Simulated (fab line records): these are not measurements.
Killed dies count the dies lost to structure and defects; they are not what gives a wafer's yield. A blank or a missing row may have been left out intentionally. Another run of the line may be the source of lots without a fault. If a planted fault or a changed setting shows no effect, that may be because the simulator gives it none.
fab line records + flow sfq-line
[record]
- lots = 7
- wafers = 21
- last-day = 96
route steps=325 shown M6@262 I6@266
lots that met no fault: from a run of the same line without faults
start-h: start of the lot's first displayed wafer, in hours after the record's first day + wait-h: hours since the lot's step before + " as in the row above + L1.1+2: a single row standing in for several wafers + - either no value or no given start + * or withheld: withheld + < > ~ a bound
route shown NAME@n: names a module that has steps shown in the file, with the first one's number in the route + usual: mean/standard deviation of fault-free wafers + same: alike in all rows + chamber/n: place in a boat + sites: each site's reading + _std_site: standard deviation of those values + _edge_site: the outer-site mean with the inner-site mean subtracted + radius-mm: for every site, how far away it sits from the centre of the wafer + mask NAME#n: copy n + behind: the most recent tool/chamber to have shaped the wafer + hold: why the lot was held/for how many hours/how that ended + device: which transistor (n, p or np) failed to switch + end of line: at the end of the route, the tests of the same wafers + a step with no rows: only its recipe + killed: dies that structure and defects cost at the first sort, which is not the same as the wafer's yield + map: a wafer's dies, marking killed ones x, the rest . and places with no die _
set.NAME: setting as actually run; set.NAME@STEP: the setting as run at that earlier step + model.NAME: the simulator's own value behind a step, which no gauge read
certain route steps with their lots: each step a table, each wafer a row
services: from which hour (start-h, from the record's first day; less than 0 if before it) a tool's chamber was out of use, for how many hours, and why
[[steps]]
[step SFQ_TRILAYER_M6_BARC_OPEN_METAL_ETCH_206]
[recipe]
- mask-material = PR
- chemistry = O2
- target-depth-nm = 125
- target = BARC
- icp-w = 600
- bias-w = 80
- pressure-mtorr = 10
- time-s = 41.7
[usual]
- chamber-pressure-mTorr = 9.999/0.0094
- drypump-motor-current-A = 6.0/0.42
- oes-product-au = 0.684/0.0044
| lot.wafer | tool         | chamber | start-h | wait-h | chamber-pressure-mTorr | drypump-motor-current-A | oes-product-au | rf-hours-counter-h |
|-----------|--------------|---------|---------|--------|------------------------|-------------------------|----------------|--------------------|
| L374.1    | rie-metal-02 | 1       | 1826.71 | 0.0    | 10.009                 | 6.3                     | 0.681          | 37                 |
| L374.4    | "            | 1       | "       | "      | 9.997                  | 6.4                     | 0.685          | -                  |
| L374.5    | "            | 1       | "       | "      | 9.990                  | 6.3                     | 0.687          | -                  |
| L376.2    | rie-metal-04 | 1       | 1867.56 | 0.0    | 9.985                  | 6.1                     | 0.678          | 88                 |
| L376.3    | "            | 0       | "       | "      | 9.991                  | 6.7                     | 0.689          | -                  |
| L376.6    | "            | 1       | "       | "      | 10.012                 | 6.1                     | 0.687          | -                  |
| L377.2    | rie-metal-04 | 0       | 1906.08 | 0.0    | 10.005                 | 6.7                     | 0.688          | 35                 |
| L377.3    | "            | 1       | "       | "      | 10.004                 | 6.1                     | 0.687          | -                  |
| L377.6    | "            | 0       | "       | "      | 9.997                  | 6.7                     | 0.681          | -                  |
| L378.2    | rie-metal-02 | 1       | 1908.48 | 0.0    | 10.002                 | 6.4                     | 0.681          | 49                 |
| L378.4    | "            | 1       | "       | "      | 10.017                 | 6.3                     | 0.678          | -                  |
| L378.6    | "            | 1       | "       | "      | 10.024                 | 6.4                     | 0.676          | -                  |
| L379.3    | rie-metal-02 | 0       | 1915.70 | 0.0    | 9.996                  | 5.6                     | 0.685          | -                  |
| L379.5    | "            | 1       | "       | "      | 10.006                 | 6.4                     | 0.681          | -                  |
| L379.6    | "            | 0       | "       | "      | 9.989                  | 5.6                     | 0.684          | -                  |
| L385.3    | rie-metal-01 | 1       | 2029.97 | 0.0    | 9.990                  | 5.5                     | 0.685          | -                  |
| L385.4    | "            | 0       | "       | "      | 9.986                  | 5.8                     | 0.685          | -                  |
| L385.6    | "            | 0       | "       | "      | 10.000                 | 5.9                     | 0.683          | -                  |
| L386.1    | rie-metal-02 | 1       | 2038.35 | 0.0    | 10.011                 | 6.4                     | 0.691          | 67                 |
| L386.5    | "            | 0       | "       | "      | 10.002                 | 5.6                     | 0.679          | -                  |
| L386.6    | "            | 1       | "       | "      | 9.982                  | 6.3                     | 0.683          | -                  |
[step SFQ_TRILAYER_M6_ETCH_METAL_ETCH_162]
[recipe]
- target = Nb
- stop-on = SiO2
- mask-material = PR
- chemistry = Cl2/Ar
- target-depth-nm = 240
- icp-w = 600
- bias-w = 80
- pressure-mtorr = 10
- time-s = 120
[step SFQ_TRILAYER_M6_STRIP_STRIP_163]
[recipe]
- gas = O2
- power-w = 200
- platen-temp-c = 40
- overash-fraction = 0.65
- chemistry = O2
- pressure-mtorr = 50
[usual]
- chamber-pressure-mTorr = 50.00/0.047
- drypump-motor-current-A = 6.0/0.42
- oes-product-au = 1.003/0.0094
| lot.wafer | tool         | chamber | start-h | wait-h | chamber-pressure-mTorr | drypump-motor-current-A | oes-product-au | rf-hours-counter-h |
|-----------|--------------|---------|---------|--------|------------------------|-------------------------|----------------|--------------------|
| L374.1    | rie-metal-02 | 1       | 1826.89 | 0.1    | 50.01                  | 6.3                     | 1.005          | 37                 |
| L374.4    | "            | 1       | "       | "      | 49.95                  | 6.3                     | 0.997          | -                  |
| L374.5    | "            | 1       | "       | "      | 50.03                  | 6.4                     | 0.997          | -                  |
| L376.2    | rie-metal-04 | 1       | 1867.74 | 0.1    | 50.00                  | 6.1                     | 1.004          | 88                 |
| L376.3    | "            | 0       | "       | "      | 50.09                  | 6.7                     | 1.012          | -                  |
| L376.6    | "            | 1       | "       | "      | 49.99                  | 6.1                     | 1.015          | -                  |
| L377.2    | rie-metal-04 | 0       | 1906.27 | 0.1    | 50.04                  | 6.7                     | 1.028          | 35                 |
| L377.3    | "            | 1       | "       | "      | 49.93                  | 6.1                     | 1.013          | -                  |
| L377.6    | "            | 0       | "       | "      | 50.03                  | 6.7                     | 1.016          | -                  |
| L378.2    | rie-metal-02 | 1       | 1908.67 | 0.1    | 49.95                  | 6.3                     | 1.012          | 49                 |
| L378.4    | "            | 1       | "       | "      | 49.99                  | 6.3                     | 1.008          | -                  |
| L378.6    | "            | 1       | "       | "      | 50.09                  | 6.3                     | 1.014          | -                  |
| L379.3    | rie-metal-02 | 0       | 1916.07 | 0.2    | 50.03                  | 5.6                     | 0.992          | -                  |
| L379.5    | "            | 1       | "       | "      | 50.01                  | 6.3                     | 1.010          | -                  |
| L379.6    | "            | 0       | "       | "      | 49.98                  | 5.6                     | 0.991          | -                  |
| L385.3    | rie-metal-01 | 1       | 2030.33 | 0.2    | 49.96                  | 5.5                     | 0.998          | -                  |
| L385.4    | "            | 0       | "       | "      | 50.10                  | 5.9                     | 1.005          | -                  |
| L385.6    | "            | 0       | "       | "      | 49.96                  | 5.9                     | 1.008          | -                  |
| L386.1    | rie-metal-02 | 1       | 2038.53 | 0.1    | 49.98                  | 6.4                     | 0.991          | 67                 |
| L386.5    | "            | 0       | "       | "      | 49.93                  | 5.6                     | 0.983          | -                  |
| L386.6    | "            | 1       | "       | "      | 50.02                  | 6.4                     | 0.996          | -                  |
[step SFQ_TRILAYER_M6_STRIP_SOLV_CLEAN_164]
[recipe]
- chemistry = NMP
- temp-c = 70
- time-s = 600
[step SFQ_TRILAYER_I6_DEP_PECVD_165]
[recipe]
- material = SiO2
- temp-c = 150
- time-s = 111.11
- pressure-torr = 2.4
- rf-w = 183.3
- precursor = SiH4/N2O
- target-thk-nm = 500
[usual]
- heater-power-w = 82/14
- susceptor-temp-C = 150.00/0.14
- throttle-valve-pct = 24.1/0.6
| lot.wafer | tool     | chamber | start-h | wait-h | heater-power-w | susceptor-temp-C | throttle-valve-pct |
|-----------|----------|---------|---------|--------|----------------|------------------|--------------------|
| L374.1    | pecvd-04 | 1       | 1827.67 | 0.0    | 60             | 149.97           | 24.5               |
| L374.4    | "        | 2       | "       | "      | 88             | 150.04           | 23.5               |
| L374.5    | "        | 1       | "       | "      | 62             | 150.04           | 24.8               |
| L376.2    | pecvd-02 | 1       | 1868.52 | 0.0    | 62             | 150.21           | 23.7               |
| L376.3    | "        | 0       | "       | "      | 71             | 149.88           | 24.7               |
| L376.6    | "        | 0       | "       | "      | 73             | 149.93           | 24.8               |
| L377.2    | pecvd-04 | 0       | 1907.04 | 0.0    | 88             | 150.02           | 24.3               |
| L377.3    | "        | 2       | "       | "      | 88             | 150.04           | 23.7               |
| L377.6    | "        | 1       | "       | "      | 69             | 150.04           | 24.8               |
| L378.2    | pecvd-01 | 0       | 1909.44 | 0.0    | 91             | 150.01           | 23.2               |
| L378.4    | "        | 0       | "       | "      | 94             | 150.21           | 23.2               |
| L378.6    | "        | 1       | "       | "      | 88             | 150.24           | 24.1               |
| L379.3    | pecvd-01 | 1       | 1916.64 | 0.0    | 93             | 150.18           | 23.9               |
| L379.5    | "        | 1       | "       | "      | 77             | 150.33           | 24.2               |
| L379.6    | "        | 2       | "       | "      | 87             | 149.92           | 23.6               |
| L385.3    | pecvd-01 | 1       | 2030.91 | 0.0    | 81             | 149.93           | 24.8               |
| L385.4    | "        | 1       | "       | "      | 83             | 149.91           | 24.8               |
| L385.6    | "        | 2       | "       | "      | 87             | 150.21           | 24.2               |
| L386.1    | pecvd-02 | 1       | 2039.31 | 0.0    | 62             | 150.03           | 23.7               |
| L386.5    | "        | 2       | "       | "      | 105            | 149.99           | 24.5               |
| L386.6    | "        | 0       | "       | "      | 71             | 149.88           | 24.9               |
[step SFQ_TRILAYER_I6_CMP_CMP_166]
[recipe]
- material = SiO2
- down-force-psi = 3
- platen-rpm = 60
- pad-velocity-m-s = 0.94248
[usual]
- motor-current-A = 10.4/0.73
- time-to-endpoint-s = 212/7.4
| lot.wafer | tool   | chamber | start-h | wait-h | motor-current-A | time-to-endpoint-s |
|-----------|--------|---------|---------|--------|-----------------|--------------------|
| L374.4    | cmp-02 | 0       | 1832.09 | 4.3    | 10.2            | 231                |
| L374.1    | "      | 2       | 1833.09 | 5.4    | 10.5            | 216                |
| L374.5    | "      | 0       | 1834.09 | 6.3    | 10.8            | 228                |
| L376.2    | cmp-01 | 2       | 1869.09 | 0.5    | 9.7             | 199                |
| L376.3    | "      | 3       | "       | "      | 10.3            | 200                |
| L376.6    | "      | 1       | 1870.59 | 2.0    | 10.9            | 207                |
| L377.3    | cmp-02 | 3       | 1907.12 | 0.0    | 11.4            | 204                |
| L377.2    | "      | 2       | 1908.62 | 1.5    | 10.1            | 209                |
| L377.6    | "      | 3       | "       | "      | 11.2            | 217                |
| L378.2    | cmp-01 | 1       | 1910.02 | 0.5    | 11.0            | 211                |
| L378.4    | "      | 2       | "       | "      | 9.3             | 217                |
| L378.6    | "      | 1       | 1912.02 | 2.5    | 11.4            | 210                |
| L379.3    | cmp-01 | 0       | 1917.22 | 0.5    | 10.1            | 204                |
| L379.5    | "      | 3       | 1918.72 | 2.0    | 9.9             | 199                |
| L379.6    | "      | 0       | "       | "      | 10.1            | 211                |
| L385.3    | cmp-01 | 1       | 2030.99 | 0.0    | 11.4            | 210                |
| L385.4    | "      | 2       | "       | "      | 8.9             | 224                |
| L385.6    | "      | 1       | 2032.99 | 2.0    | 11.5            | 210                |
| L386.1    | cmp-02 | 3       | 2039.39 | 0.0    | 11.6            | 211                |
| L386.5    | "      | 3       | 2041.39 | 2.0    | 11.8            | 203                |
| L386.6    | "      | 0       | "       | "      | 10.5            | 215                |
[step SFQ_I6_BOW_MEAS_941]
[recipe]
- mode = bow
[usual]
- I6_BOW = 9/11
| lot.wafer | tool          | chamber | start-h | wait-h | I6_BOW[um] |
|-----------|---------------|---------|---------|--------|------------|
| L374.1    | film-metro-04 | -       | 1835.10 | 1.5    | 4          |
| L374.4    | "             | -       | "       | "      | 2          |
| L374.5    | "             | -       | "       | "      | 15         |
| L376.2    | film-metro-04 | -       | 1871.61 | 2.0    | 7          |
| L376.3    | "             | -       | "       | "      | 18         |
| L376.6    | "             | -       | "       | "      | 7          |
| L377.2    | film-metro-04 | -       | 1910.14 | 1.0    | 21         |
| L377.3    | "             | -       | "       | "      | 14         |
| L377.6    | "             | -       | "       | "      | 18         |
| L378.2    | film-metro-03 | -       | 1912.54 | 2.0    | 4          |
| L378.4    | "             | -       | "       | "      | 1          |
| L378.6    | "             | -       | "       | "      | 10         |
| L379.3    | film-metro-04 | -       | 1919.76 | 2.0    | 16         |
| L379.5    | "             | -       | "       | "      | -13        |
| L379.6    | "             | -       | "       | "      | 1          |
| L385.3    | film-metro-03 | -       | 2034.03 | 2.5    | 16         |
| L385.4    | "             | -       | "       | "      | 6          |
| L385.6    | "             | -       | "       | "      | 14         |
| L386.1    | film-metro-01 | -       | 2042.39 | 2.5    | 11         |
| L386.5    | "             | -       | "       | "      | 5          |
| L386.6    | "             | -       | "       | "      | 10         |
[step SFQ_TRILAYER_I6_METRO_MEASURE_167]
[usual]
- thk-nm = 199.9/1.3
| lot.wafer | tool          | chamber | start-h | wait-h | thk-nm |
|-----------|---------------|---------|---------|--------|--------|
| L374.1    | film-metro-04 | -       | 1835.22 | 0.1    | 202.0  |
| L374.4    | "             | -       | "       | "      | 201.9  |
| L374.5    | "             | -       | "       | "      | 202.8  |
| L376.2    | film-metro-04 | -       | 1871.91 | 0.3    | 200.3  |
| L376.3    | "             | -       | "       | "      | 199.3  |
| L376.6    | "             | -       | "       | "      | 198.7  |
| L377.2    | film-metro-04 | -       | 1910.44 | 0.3    | 201.0  |
| L377.3    | "             | -       | "       | "      | 200.3  |
| L377.6    | "             | -       | "       | "      | 200.8  |
| L378.2    | film-metro-03 | -       | 1912.84 | 0.3    | 198.8  |
| L378.4    | "             | -       | "       | "      | 200.2  |
| L378.6    | "             | -       | "       | "      | 200.1  |
| L379.3    | film-metro-04 | -       | 1920.24 | 0.5    | 200.8  |
| L379.5    | "             | -       | "       | "      | 197.2  |
| L379.6    | "             | -       | "       | "      | 198.8  |
| L385.3    | film-metro-03 | -       | 2034.51 | 0.5    | 198.6  |
| L385.4    | "             | -       | "       | "      | 199.7  |
| L385.6    | "             | -       | "       | "      | 199.7  |
| L386.1    | film-metro-01 | -       | 2042.51 | 0.1    | 199.3  |
| L386.5    | "             | -       | "       | "      | 198.7  |
| L386.6    | "             | -       | "       | "      | 197.2  |
[step SFQ_TRILAYER_I6_VIA_LITHO_COAT_174]
[recipe]
- resist = BARC
- spin-rpm = 3000
- resist-thk-nm = 62
[step SFQ_TRILAYER_I6_VIA_LITHO_COAT_169]
[recipe]
- resist = KrF
- spin-rpm = 3000
- resist-thk-nm = 650
[step SFQ_TRILAYER_I6_VIA_LITHO_SOFTBAKE_173]
[recipe]
- temp-c = withheld
- time-s = withheld
- resist = KrF
[step SFQ_TRILAYER_I6_VIA_LITHO_EXPOSE_170]
[recipe]
- mask-id = I6
- na = 0.6
- source-shape = conventional
- sigma-outer = 0.65
- target-cd-nm = 700
- dose-mj = 21.3
[step SFQ_TRILAYER_I6_VIA_LITHO_PEB_172]
[recipe]
- peb-temp-c = 115
- peb-time-s = 60
- resist = KrF
[usual]
- chill-plate-temp-C = 22.99/0.12
- exhaust-pa = 44.9/0.77
| lot.wafer | tool           | chamber | start-h | wait-h | chill-plate-temp-C | exhaust-pa |
|-----------|----------------|---------|---------|--------|--------------------|------------|
| L374.1    | litho-track-03 | 0       | 1838.37 | 1.0    | 22.90              | 45.2       |
| L374.4    | "              | 0       | "       | "      | 22.76              | 44.7       |
| L374.5    | "              | 0       | "       | "      | 22.84              | 44.1       |
| L376.2    | litho-track-01 | 0       | 1875.37 | 0.8    | 23.11              | 43.8       |
| L376.3    | "              | 0       | "       | "      | 23.20              | 44.4       |
| L376.6    | "              | 0       | "       | "      | 23.17              | 44.2       |
| L377.2    | litho-track-03 | -       | 2022.31 | 0.8    | -                  | -          |
| L377.3    | "              | -       | "       | "      | -                  | -          |
| L377.6    | "              | -       | "       | "      | -                  | -          |
| L378.2    | litho-track-01 | -       | 2024.71 | 0.8    | -                  | -          |
| L378.4    | "              | -       | "       | "      | -                  | -          |
| L378.6    | "              | -       | "       | "      | -                  | -          |
| L379.3    | litho-track-03 | -       | 2035.82 | 0.8    | -                  | -          |
| L379.5    | "              | -       | "       | "      | -                  | -          |
| L379.6    | "              | -       | "       | "      | -                  | -          |
| L385.3    | litho-track-01 | 0       | 2116.79 | 0.7    | 23.02              | 44.8       |
| L385.4    | "              | 0       | "       | "      | 23.03              | 43.9       |
| L385.6    | "              | 0       | "       | "      | 23.00              | 45.2       |
| L386.1    | litho-track-02 | 0       | 2124.94 | 1.0    | 23.04              | 43.5       |
| L386.5    | "              | 0       | "       | "      | 23.04              | 44.5       |
| L386.6    | "              | 0       | "       | "      | 23.08              | 45.3       |
[step SFQ_TRILAYER_I6_VIA_LITHO_DEVELOP_171]
[recipe]
- time-s = 60
- resist = KrF
[[services]]
| tool          | chamber | start-h | hours | kind   |
|---------------|---------|---------|-------|--------|
| film-metro-03 | -       | 1808.75 | 0.4   | pm     |
| cmp-01        | -       | 1816.52 | 1.6   | repair |
| cmp-01        | -       | 1818.09 | 3.7   | pm     |
| cmp-02        | -       | 1820.97 | 4.6   | repair |
| film-metro-03 | -       | 1832.81 | 5.7   | repair |
| pecvd-02      | 1       | 1833.94 | 13.8  | repair |
| cmp-02        | -       | 1847.37 | 0.3   | repair |
| cmp-01        | -       | 1848.31 | 1.5   | repair |
| cmp-02        | -       | 1854.93 | 3.6   | repair |
| cmp-02        | -       | 1857.31 | 0.7   | repair |
| cmp-02        | -       | 1888.46 | 1.9   | repair |
| film-metro-04 | -       | 1916.24 | 1.4   | pm     |
| cmp-01        | -       | 1928.91 | 5.8   | pm     |
| cmp-02        | -       | 1939.11 | 4.0   | pm     |
| cmp-01        | -       | 1951.27 | 12.4  | pm     |
| film-metro-04 | -       | 1961.67 | 2.5   | pm     |
| film-metro-04 | -       | 1987.82 | 1.3   | pm     |
| rie-metal-04  | -       | 2010.63 | 1.4   | repair |
| cmp-02        | -       | 2011.41 | 7.0   | pm     |
| rie-metal-02  | -       | 2020.10 | 0.9   | repair |
| cmp-02        | -       | 2086.71 | 0.4   | repair |
| cmp-02        | -       | 2099.58 | 1.2   | repair |
| cmp-01        | -       | 2108.72 | 4.0   | pm     |
| pecvd-01      | 1       | 2109.52 | 4.7   | repair |
[[key]]
[first-sign]
- step = SFQ_TRILAYER_I6_VIA_LITHO_PEB_172
- reading = tool-record
- direction = missing
effect none on later readings
met-at SFQ_TRILAYER_I6_VIA_LITHO_PEB_172
struck-wafers L377.2,L377.3,L377.6,L378.2,L378.4,L378.6,L379.3,L379.5,L379.6
onset-between 1875.37 2022.31
[fault]
- kind = skipped-step-whole
- tool = litho-track-01,litho-track-03
- chamber = -
- onset-h = 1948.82
- steps = SFQ_TRILAYER_I6_VIA_LITHO_PEB_172
- scope = struck-lots-only
